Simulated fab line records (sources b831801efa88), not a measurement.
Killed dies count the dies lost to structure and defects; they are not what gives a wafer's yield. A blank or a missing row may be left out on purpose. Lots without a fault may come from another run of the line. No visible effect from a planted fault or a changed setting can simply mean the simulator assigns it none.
Chamber matching + flow gf180mcu + 3 sister chambers for GF_V5_ETCH_16 on rieDiel-02
The step etches BARC in N2/H2. 3 wafers are shown with their chamber, then 7 later ones without.

## WAFERS PAIRED WITH THEIR CHAMBERS
| wafer  | chamber | drypumpMotorCurrentA (A) |
|--------|---------|--------------------------|
| L711.2 | 3       | 4.7                      |
| L712.5 | 1       | 5.0                      |
| L712.6 | 0       | 5.6                      |

## WAFERS WITHOUT THEIR CHAMBER
| wafer  | drypumpMotorCurrentA (A) |
|--------|--------------------------|
| L713.2 | 5.5                      |
| L713.3 | 5.0                      |
| L713.5 | 5.5                      |
| L718.1 | 4.7                      |
| L718.2 | 5.6                      |
| L718.4 | 5.0                      |
| L719.5 | 4.8                      |

## EACH ONE'S CHAMBER
| wafer  | from the rows above     | in truth |
|--------|-------------------------|----------|
| L713.2 | 0                       | 0        |
| L713.3 | 1                       | 1        |
| L713.5 | 0                       | 0        |
| L718.1 | 3                       | 3        |
| L718.2 | 0                       | 0        |
| L718.4 | 1                       | 1        |
| L719.5 | can't be placed: 3 or 1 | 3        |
Correct placement for 6 of the 7. From these rows, 1 cannot be placed; in 1 the true chamber is one of the candidates. Wrongly placed: 0.
How it was worked out, from the rows above alone: a wafer's distance from a chamber is the root of the sum, over the readings, of the square of ((its reading less the chamber's mean) divided by the reading's scatter). If the next closest chamber is less than 2 further off than the closest, the wafer can't be placed; otherwise it belongs to the closest. A chamber's mean is the mean of its shown wafers. The scatter: root of mean squared gap, hidden wafer to nearest shown wafer, with one shown wafer a chamber.
